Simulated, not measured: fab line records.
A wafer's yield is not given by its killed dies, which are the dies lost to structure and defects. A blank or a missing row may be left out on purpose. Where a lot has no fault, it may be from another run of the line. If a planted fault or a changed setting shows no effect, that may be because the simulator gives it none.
fab line records	flow sky130
[record] lots = 6	wafers = 18	last_day = 50
route steps=708 shown POLY_GATE@218 PAD_OPEN@708
lots untouched by any fault: they come from a run of this same line in which no faults occurred
start_h: start of the lot's first displayed wafer, in hours after the record's first day	wait_h: hours elapsed since this lot's preceding step	" repeats the value in the row above	L1.1+2: one row covering several wafers at once	- no value present, or no start provided	* or withheld: withheld	< > ~ a bound
route shown NAME@n: NAME is a module with steps in the file, n the number in the route of the first one	usual: mean/standard deviation of fault-free wafers	same: alike in all rows	chamber/n: place in a boat	sites: readings site by site	_std_site: the values' standard deviation	_edge_site: outer sites' mean less inner sites'	radius_mm: for every site, how far away it sits from the centre of the wafer	mask NAME#n: copy n	behind: the last tool/chamber to shape the wafer	hold: cause of the lot's hold/its duration in hours/its outcome	device: names the non-switching transistor (n, p or np)	end of line: at the end of the route, the tests of the same wafers	step lacking rows: just its recipe	killed: the dies lost at the first sort to structure and to defects; this is not the yield of the wafer	map: per-die view of a wafer (x killed, . not killed, _ where there is no die)
set.NAME: the setting as run; set.NAME@STEP: as run at that earlier step	model.NAME: the simulator's own value behind a step, which no gauge read
lots seen at some steps along the route; tables by step, rows by wafer
services: when a tool's chamber went out of use (start_h, in hours from the record's first day, below 0 if earlier), for how many hours, and the reason
[[steps]]
[step SKY_POLY_GATE_THK_MEAS_04]
[recipe] reads = Si3N4_of_POLY_GATE_CVD_03
[usual] POLY_GATE_CVD_03_THK = 75.2/0.6
lot.wafer	tool	chamber	start_h	wait_h	POLY_GATE_CVD_03_THK[nm]
L792.2	film_metro-01	-	359.93	0.0	76.6
L792.3	"	-	"	"	76.3
L792.5	"	-	"	"	75.7
L799.1	film_metro-01	-	429.22	0.0	75.5
L799.4	"	-	"	"	75.6
L799.5	"	-	"	"	75.5
L800.1	film_metro-03	-	433.92	0.0	75.0
L800.5	"	-	"	"	75.4
L800.6	"	-	"	"	75.1
L809.2	film_metro-01	-	510.54	0.0	74.9
L809.3	"	-	"	"	74.5
L809.6	"	-	"	"	74.5
L811.3	film_metro-02	-	523.62	0.0	75.6
L811.5	"	-	"	"	75.4
L811.6	"	-	"	"	75.0
L813.1	film_metro-01	-	541.92	0.0	74.4
L813.3	"	-	"	"	73.9
L813.6	"	-	"	"	74.4
[step SKY_POLY_GATE_DEHYDRATE_05]
[recipe] temp_c = 200	time_s = 60
[step SKY_POLY_GATE_HMDS_06]
[recipe] prime_time_s = 60	prime_temp_c = 120
[step SKY_POLY_GATE_COAT_07]
[recipe] resist = BARC	temp_c = withheld	time_s = withheld	spin_rpm = 3000	resist_thk_nm = 110
[step SKY_POLY_GATE_COAT_08]
[recipe] resist = KrF-thick	spin_rpm = 3000	resist_thk_nm = 450
[step SKY_POLY_GATE_SOFTBAKE_09]
[recipe] temp_c = 100	time_s = 90	resist = KrF-thick
[step SKY_POLY_GATE_EXPOSE_10]
[recipe] mask_id = P1M	na = 0.68	source_shape = conventional	sigma_outer = 0.6	target_cd_nm = 150	dose_mj = 28
[step SKY_POLY_GATE_PEB_11]
[recipe] peb_temp_c = withheld	peb_time_s = withheld	resist = KrF-thick
[step SKY_POLY_GATE_DEVELOP_12]
[recipe] develop_time_s = 60	resist = KrF-thick	dev_temp_c = 21.56
[step SKY_POLY_GATE_CD_MEAS_13]
[recipe] target_cd_nm = 150
[usual] cd_nm = 150.0/1.3
lot.wafer	tool	chamber	start_h	wait_h	cd_nm
L792.2	cd_sem-02	-	386.89	-	151.2
L792.3	"	-	"	"	151.7
L792.5	"	-	"	"	152.3
L799.1	cd_sem-01	-	459.90	-	148.8
L799.4	"	-	"	"	148.3
L799.5	"	-	"	"	147.6
L800.1	cd_sem-01	-	464.40	-	149.7
L800.5	"	-	"	"	148.7
L800.6	"	-	"	"	149.5
L809.2	cd_sem-01	-	541.30	-	151.4
L809.3	"	-	"	"	150.5
L809.6	"	-	"	"	151.1
L811.3	cd_sem-01	-	554.31	-	150.3
L811.5	"	-	"	"	150.7
L811.6	"	-	"	"	150.9
L813.1	cd_sem-01	-	571.83	-	149.5
L813.3	"	-	"	"	149.9
L813.6	"	-	"	"	148.7
[step SKY_POLY_GATE_OVL_MEAS_14]
[usual] POLY_GATE_OVL = -1/5.2
lot.wafer	tool	chamber	start_h	wait_h	POLY_GATE_OVL[nm]
L792.2	overlay-01	-	386.99	0.1	-1
L792.3	"	-	"	"	-4
L792.5	"	-	"	"	-2
L799.1	overlay-02	-	460.02	0.1	11
L799.4	"	-	"	"	6
L799.5	"	-	"	"	8
L800.1	overlay-01	-	464.52	0.1	-2
L800.5	"	-	"	"	-2
L800.6	"	-	"	"	-4
L809.2	overlay-01	-	541.40	0.1	-3
L809.3	"	-	"	"	5
L809.6	"	-	"	"	2
L811.3	overlay-01	-	554.40	0.1	3
L811.5	"	-	"	"	1
L811.6	"	-	"	"	-4
L813.1	overlay-02	-	571.95	0.1	0
L813.3	"	-	"	"	-2
L813.6	"	-	"	"	-3
[step SKY_POLY_GATE_ETCH_15]
[recipe] chemistry = N2/H2	target = BARC	ion_energy_ev = 200	source_w = 500	bias_w = 100	pressure_mtorr = 30	n2_flow_sccm = 100	h2_flow_sccm = 200	stop_on = SiO2	time_s = 118.5	target_depth_a = 1100
[usual] drypump_motor_current_A = 5.7/0.42	oes_product_au = 0.716/0.0046	rf_fwd_power_W = 497.3/2	throttle_valve_pct = 13.211/0.01
[same] time_s = 118.5
lot.wafer	tool	chamber	start_h	wait_h	drypump_motor_current_A	oes_product_au	rf_fwd_power_W	rf_hours_counter_h	throttle_valve_pct
L792.2	rie_diel-02	3	387.02	0.0	6.5	0.708	500.0	26	13.217
L792.3	"	1	"	"	6.2	0.718	496.9	38	13.223
L792.5	"	0	"	"	5.6	0.714	499.9	-	13.217
L799.1	rie_diel-03	2	460.05	0.0	5.8	0.711	497.7	82	13.210
L799.4	"	0	"	"	5.6	0.716	497.3	79	13.224
L799.5	"	3	"	"	5.6	0.715	494.5	-	13.220
L800.1	rie_diel-03	2	464.55	0.0	5.8	0.716	495.5	82	13.213
L800.5	"	1	"	"	5.2	0.721	495.8	-	13.207
L800.6	"	0	"	"	5.6	0.720	499.4	-	13.198
L809.2	rie_diel-03	3	541.43	0.0	5.6	0.720	495.5	14	13.215
L809.3	"	0	"	"	5.6	0.710	498.4	-	13.215
L809.6	"	3	"	"	5.6	0.717	495.5	-	13.229
L811.3	rie_diel-03	3	554.42	0.0	5.6	0.721	495.9	14	13.198
L811.5	"	3	"	"	5.6	0.715	494.2	-	13.201
L811.6	"	0	"	"	5.6	0.713	496.1	-	13.227
L813.1	rie_diel-02	0	571.98	0.0	5.6	0.716	498.9	64	13.216
L813.3	"	3	"	"	6.4	0.722	498.3	29	13.220
L813.6	"	1	"	"	6.2	0.719	499.5	-	13.206
[step SKY_POLY_GATE_ETCH_16]
[recipe] stop_on = poly-Si	chemistry = CH3F/O2	target = Si3N4	source_w = 400	bias_w = 80	pressure_mtorr = 25	ch3f_flow_sccm = 40	O2_flow_sccm = 30	time_s = 147.5	target_depth_a = 750
[usual] drypump_motor_current_A = 5.7/0.42	oes_product_au = 0.641/0.005	rf_fwd_power_W = 398.2/1.4	throttle_valve_pct = 10.535/0.0088
[same] time_s = 147.5
lot.wafer	tool	chamber	start_h	wait_h	drypump_motor_current_A	oes_product_au	rf_fwd_power_W	rf_hours_counter_h	throttle_valve_pct	model.KrF-thick_of_POLY_GATE_COAT_08.thk_nm
L792.2	rie_diel-02	3	387.10	0.0	6.5	0.654	399.7	26	10.548	233.7
L792.3	"	1	"	"	6.1	0.647	398.2	38	10.530	231
L792.5	"	0	"	"	5.6	0.648	399.0	-	10.548	233.5
L799.1	rie_diel-03	2	460.13	0.0	5.8	0.644	399.0	82	10.524	229.3
L799.4	"	0	"	"	5.7	0.638	397.7	79	10.533	227.2
L799.5	"	3	"	"	5.6	0.650	396.1	-	10.528	235.1
L800.1	rie_diel-03	2	464.63	0.0	5.8	0.637	398.7	82	10.532	231.6
L800.5	"	1	"	"	5.2	0.639	395.5	-	10.511	234.9
L800.6	"	0	"	"	5.6	0.646	398.2	-	10.532	231.4
L809.2	rie_diel-03	3	541.56	0.1	5.5	0.637	333.1	14	10.555	241.8
L809.3	"	0	"	"	5.6	0.635	335.0	-	10.526	236.6
L809.6	"	3	"	"	5.6	0.635	333.2	-	10.535	238.7
L811.3	rie_diel-03	3	554.50	0.0	5.5	0.642	332.5	14	10.528	240.6
L811.5	"	3	"	"	5.5	0.649	333.9	-	10.527	241.2
L811.6	"	0	"	"	5.6	0.634	336.1	-	10.533	235.7
L813.1	rie_diel-02	0	572.07	0.0	5.6	0.646	398.2	64	10.532	232.2
L813.3	"	3	"	"	6.5	0.637	398.3	29	10.543	232.5
L813.6	"	1	"	"	6.1	0.637	398.2	-	10.541	229.1
[step SKY_POLY_GATE_ETCH_17]
[recipe] target_depth_nm = 180	stop_on = SiO2	over_etch_frac = 0.56667	chemistry = HBr/Cl2	target = poly-Si	icp_w = 400	bias_w = 100	pressure_mtorr = 10	HBr_flow_sccm = 150	Cl2_flow_sccm = 50	time_s = 70.5
[usual] drypump_motor_current_A = 5.9/0.48	mfc_cl2_sccm = 50.01/0.16	oes_product_au = 0.985/0.0074	rf_fwd_power_W = 396.4/1.5	throttle_valve_pct = 33.683/0.0093
[same] time_s = 70.5
lot.wafer	tool	chamber	start_h	wait_h	drypump_motor_current_A	mfc_cl2_sccm	oes_product_au	rf_fwd_power_W	rf_hours_counter_h	throttle_valve_pct	model.KrF-thick_of_POLY_GATE_COAT_08.thk_nm
L792.2	rie_si-02	1	387.20	0.0	5.8	49.64	0.974	396.6	4	33.682	138.7
L792.3	"	2	"	"	6.2	49.83	0.977	395.5	6	33.685	136.1
L792.5	"	2	"	"	6.2	49.74	0.986	397.1	-	33.672	138.4
L799.1	rie_si-01	3	460.23	0.0	5.2	50.14	0.978	397.5	3	33.693	136.9
L799.4	"	0	"	"	6.4	49.89	0.991	393.1	-	33.671	130.5
L799.5	"	3	"	"	5.2	50.04	0.984	397.5	-	33.689	142.9
L800.1	rie_si-01	3	464.73	0.0	5.2	49.99	0.978	396.6	3	33.691	139.7
L800.5	"	2	"	"	5.6	49.82	0.992	397.9	-	33.696	142.7
L800.6	"	3	"	"	5.2	49.98	0.974	397.0	-	33.664	139.4
L809.2	rie_si-01	0	541.71	0.1	6.5	50.26	0.981	395.4	3	33.695	144.4
L809.3	"	2	"	"	5.6	49.87	0.981	396.1	2	33.693	143
L809.6	"	0	"	"	6.5	49.98	0.997	396.0	-	33.672	140.7
L811.3	rie_si-01	2	554.60	0.0	5.6	49.95	0.981	395.8	2	33.676	147.1
L811.5	"	3	"	"	5.2	50.25	0.979	395.5	-	33.682	148.8
L811.6	"	2	"	"	5.6	49.92	0.973	395.6	-	33.667	142.8
L813.1	rie_si-01	2	572.16	0.0	5.6	49.95	0.987	396.7	3	33.675	137.6
L813.3	"	1	"	"	6.6	49.89	1.006	397.3	1	33.672	135.9
L813.6	"	2	"	"	5.6	50.06	0.994	398.0	-	33.674	135.4
[step SKY_POLY_GATE_STRIP_18]
[recipe] chemistry = O2/N2	power_w = 1400	pressure_mtorr = 1500	platen_temp_c = withheld	o2_flow_sccm = 3000	n2_flow_sccm = 300	overash_fraction = 0.5
[usual] drypump_motor_current_A = 5.9/0.36	oes_product_au = 0.360/0.005	strip_time_to_endpoint_s = 3.15/0.035
[same] overash_fraction = 0.5
lot.wafer	tool	chamber	start_h	wait_h	drypump_motor_current_A	oes_product_au	rf_hours_counter_h	strip_time_to_endpoint_s
L792.2	plasma_asher-01	1	387.26	0.0	5.2	0.360	69	3.15
L792.3	"	1	"	"	5.2	0.363	-	3.11
L792.5	"	0	"	"	6.3	0.355	-	3.15
L799.1	plasma_asher-03	1	460.29	0.0	6.0	0.359	78	3.13
L799.4	"	0	"	"	5.9	0.356	-	3.06
L799.5	"	0	"	"	5.9	0.361	-	3.21
L800.1	plasma_asher-01	0	464.79	0.0	6.3	0.363	3	3.16
L800.5	"	0	"	"	6.2	0.360	-	3.19
L800.6	"	1	"	"	5.2	0.358	-	3.15
L809.2	plasma_asher-03	0	541.76	0.0	5.9	0.366	84	3.23
L809.3	"	1	"	"	6.1	0.364	-	3.20
L809.6	"	0	"	"	5.9	0.352	-	3.17
L811.3	plasma_asher-02	0	554.69	0.1	5.7	0.362	-	3.24
L811.5	"	1	"	"	6.2	0.355	-	3.25
L811.6	"	0	"	"	5.7	0.359	-	3.17
L813.1	plasma_asher-03	1	572.22	0.0	6.1	0.363	88	3.15
L813.3	"	1	"	"	6.1	0.356	-	3.13
L813.6	"	1	"	"	6.1	0.344	-	3.13
[step SKY_PAD_OPEN_PROBE_99]
[usual] killed_at_M0_to_M3 = 42/6.3	killed_at_M4_up = 2.8/1.9	killed_at_contacts = 23/5.3	killed_at_front_end = 16/4.3	killed_at_other = 0.2/0.51	killed_dies = 84/9.3	killed_open = 46/7.6	killed_short = 38/6.3
[same] gross_dies = 492	killed_at_back_side = 0
lot.wafer	tool	chamber	start_h	wait_h	killed_at_M0_to_M3	killed_at_M4_up	killed_at_contacts	killed_at_front_end	killed_at_other	killed_dies	killed_open	killed_short
L792.2	prober-02	-	1094.23	0.1	45	1	24	11	0	81	50	31
L792.3	prober-02	-	1094.28	0.2	40	3	18	10	0	71	39	32
L792.5	prober-02	-	1094.38	0.2	43	3	25	8	0	79	43	36
L800.1	prober-01	-	1176.57	0.1	52	1	18	19	0	90	54	36
L800.5	prober-01	-	1176.77	0.2	41	1	24	20	1	87	54	33
L800.6	prober-01	-	1176.82	0.2	39	0	21	23	1	84	41	43
L809.2	prober-01	-	1188.16	0.1	47	0	20	5	0	72	38	34
L809.3	prober-01	-	1188.21	0.2	46	2	19	14	0	81	46	35
L809.6	prober-01	-	1188.36	0.2	39	2	22	15	0	78	39	38
// killed by level:class
L792.2 CONTACT:geometric_particle:open=11 VIA2:geometric_particle:open=10 VIA1:geometric_particle:open=9 VIA3:geometric_particle:open=8 METAL1:geometric_particle:short=7 VIA1:geometric_particle:short=6 LI_CONTACT:geometric_particle:open=5 FIELD_ISO:geometric_particle:open=3
L792.3 VIA3:geometric_particle:open=9 LI_CONTACT:geometric_particle:open=7 VIA1:geometric_particle:open=7 VIA2:geometric_particle:open=7 CONTACT:geometric_particle:open=5 METAL1:geometric_particle:short=4 VIA3:geometric_particle:short=4 FIELD_ISO:geometric_particle:short=3
L792.5 CONTACT:geometric_particle:open=12 VIA1:geometric_particle:open=7 VIA2:geometric_particle:open=6 METAL2:geometric_particle:short=6 METAL1:geometric_particle:short=5 VIA3:geometric_particle:open=5 METAL3:geometric_particle:short=4 LI_CONTACT:geometric_particle:open=4
L800.1 VIA1:geometric_particle:open=13 VIA2:geometric_particle:open=9 CONTACT:geometric_particle:open=9 METAL1:geometric_particle:short=7 VIA3:geometric_particle:open=6 METAL2:geometric_particle:short=5 VIA1:geometric_particle:short=5 FIELD_ISO:geometric_particle:open=4
L800.5 VIA1:geometric_particle:open=16 CONTACT:geometric_particle:open=13 VIA3:geometric_particle:open=7 POLY_GATE:geometric_particle:short=7 FIELD_ISO:geometric_particle:open=6 LI_CONTACT:geometric_particle:open=5 VIA1:geometric_particle:short=5 METAL1:geometric_particle:short=5
L800.6 POLY_GATE:geometric_particle:short=8 VIA2:geometric_particle:open=8 VIA1:geometric_particle:open=8 CONTACT:geometric_particle:short=6 CONTACT:geometric_particle:open=6 METAL2:geometric_particle:short=6 FIELD_ISO:geometric_particle:short=5 LI_CONTACT:geometric_particle:open=5
L809.2 VIA1:geometric_particle:open=16 METAL2:geometric_particle:short=7 CONTACT:geometric_particle:open=7 VIA1:geometric_particle:short=7 LI_CONTACT:geometric_particle:open=4 METAL3:geometric_particle:short=4 VIA3:geometric_particle:short=3 CONTACT:geometric_particle:short=3
L809.3 LI_CONTACT:geometric_particle:open=10 VIA3:geometric_particle:open=8 METAL2:geometric_particle:short=8 VIA1:geometric_particle:open=7 VIA2:geometric_particle:open=7 METAL1:geometric_particle:short=6 FIELD_ISO:geometric_particle:short=5 POLY_GATE:geometric_particle:open=5
L809.6 VIA1:geometric_particle:open=12 LI_CONTACT:geometric_particle:open=6 VIA3:geometric_particle:short=6 FIELD_ISO:geometric_particle:open=5 CONTACT:geometric_particle:open=5 POLY_GATE:geometric_particle:short=5 CONTACT:geometric_particle:short=5 VIA2:geometric_particle:open=5
[[services]]
tool	chamber	start_h	hours	kind
rie_si-02	3	392.32	1.5	repair
plasma_asher-02	-	393.53	14.6	pm
rie_si-01	2	403.84	12.9	repair
rie_si-01	1	413.79	51.2	repair
rie_si-02	3	420.77	5.8	repair
plasma_asher-01	-	421.25	9.0	pm
rie_si-02	-	440.45	2.8	pm
rie_si-02	0	467.08	4.5	repair
rie_diel-02	1	469.73	6.3	repair
rie_si-02	-	475.65	0.6	repair
rie_si-01	-	485.69	2.0	repair
rie_si-01	3	512.51	18.2	repair
plasma_asher-03	-	529.27	11.5	repair
rie_diel-03	3	530.35	7.9	repair
rie_si-02	0	532.99	12.0	repair
rie_diel-02	0	536.35	23.3	repair
rie_diel-03	1	538.28	-	clean
rie_diel-03	1	538.28	18.7	scheduled_down
rie_diel-03	1	538.28	18.7	vent_cycle
rie_diel-03	2	538.53	15.4	repair
plasma_asher-02	-	551.50	1.8	repair
rie_diel-03	2	556.99	-	clean
rie_diel-03	2	556.99	20.9	scheduled_down
plasma_asher-02	-	568.99	3.5	repair
[[key]]
[first_sign] step = SKY_POLY_GATE_ETCH_16	reading = rf_fwd_power_W	direction = down	sigmas = 46	usual = 398.2	struck = 334.0
effect none on later readings
[model_effect] step = SKY_POLY_GATE_ETCH_16	value = KrF-thick_of_POLY_GATE_COAT_08.thk_nm	without = 232.1	struck = 239.1
[model_effect] step = SKY_POLY_GATE_ETCH_17	value = KrF-thick_of_POLY_GATE_COAT_08.thk_nm	without = 137.5	struck = 144.5
met_at SKY_POLY_GATE_ETCH_16
struck_wafers L809.2,L809.3,L809.6,L811.3,L811.5,L811.6
tester_left_out L809,L811
onset_between 464.63 541.56
[fault] kind = process_parameter_drift	tool = rie_diel-03	chamber = -	onset_h = 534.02	steps = SKY_POLY_GATE_ETCH_16	channel = source_w	offset = -64	shape = step	end_h = 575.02	acts_in = these_recipes_only	stated = 400
// tester_left_out: of these lots the tester's yield and bins aren't shown, on N5 and GAA mostly nor the transistor test; their killed dies are dies lost to structure and defects alone, not to doping, threshold or leakage, so they don't give the yield
